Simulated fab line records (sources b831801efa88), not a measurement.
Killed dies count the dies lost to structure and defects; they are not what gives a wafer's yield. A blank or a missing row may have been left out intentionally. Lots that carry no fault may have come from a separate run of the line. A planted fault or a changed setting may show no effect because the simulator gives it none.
Problem report, 8D (eight disciplines) form, completed by code :: flow gf180mcu :: the parts of the form that need people (team, actions taken, sign-off) are left out

1. THE ISSUE
beam-energy-keV at GF_MVSD_IMPLANT_08 reads a mean of 390.58 on 9 wafers of 3 lots; wafers without a fault read 400.03 with a standard deviation of 0.13. That is -73 standard deviations from the usual mean.
First observed at day 6 05:35: wafer L589.1, on implanter-03. At this step, 45 wafers from 15 lots have a number in the record. Rule for "out", or "out of limits": more than 4 standard deviations from the usual mean. The rest of the wafers with a number are treated as sound.

2. WHAT IT IS AND WHAT IT IS NOT
question: which readings at this step
is: beam-energy-keV
is not: faraday-current-uA

question: which lots
is: L589, L590, L591
is not: L582, L584, L585, L586, L587, L588, L592, L594, L599, L601, L602, L605

question: which wafers of those lots
is: all that have a number
is not: -

question: read on which tools
is: implanter-03
is not: implanter-01, implanter-02

question: when
is: from day 6 05:35
is not: up to then (18 sound wafers); but 18 sound wafers of L592, L594, L599, L601, L602, L605 came after

3. WHAT RULES OUT EACH SUSPECT
Counting: a tool stays on the suspect list if, at a process step up to the reading, it processed all lots that are out and no sound lot following the first of them.
- implanter-03 at GF_MVSD_IMPLANT_08: kept. It ran every lot that is out, first L589 (day 6 05:35), and no sound lot after that; its last sound lot up to then is L588 (day 5 21:36). On those wafers its own readings are out: beam-energy-keV.
Remaining after the count: implanter-03 at GF_MVSD_IMPLANT_08.

4. THE CAUSE (what the simulator had put in)
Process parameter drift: implanter-03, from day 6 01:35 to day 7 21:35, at GF_MVSD_IMPLANT_08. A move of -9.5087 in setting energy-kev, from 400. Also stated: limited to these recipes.
The count eliminated every tool but this one.

5. THE CHAIN OF EFFECTS, in route order
Each row: a reading where the mean over the struck wafers with a number is more than 3 standard deviations away from the usual. Readings are gone through only where the record gives a usual standard deviation; hours: the median, over the lots, of the time from a lot's start at the first step in this table giving one to that lot's start at this step; sigmas: the change measured in usual standard deviations.
hours: 0
step: GF_MVSD_IMPLANT_08
reading: beam-energy-keV
usual: 400.03
on struck wafers: 390.58
change: -9.45
sigmas: -73
It contains these process steps:
- GF_MVSD_IMPLANT_08
Later measuring or inspecting steps at which every struck wafer that the step has a row for has a number for every such reading, and none has moved that far: GF_MVPSD_TW_MEAS_11.

6. HOW IT WOULD HAVE BEEN CAUGHT EARLIER
First out-of-limits reading in this record: day 6 05:35, which is 4 hours after fault onset at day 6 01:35.
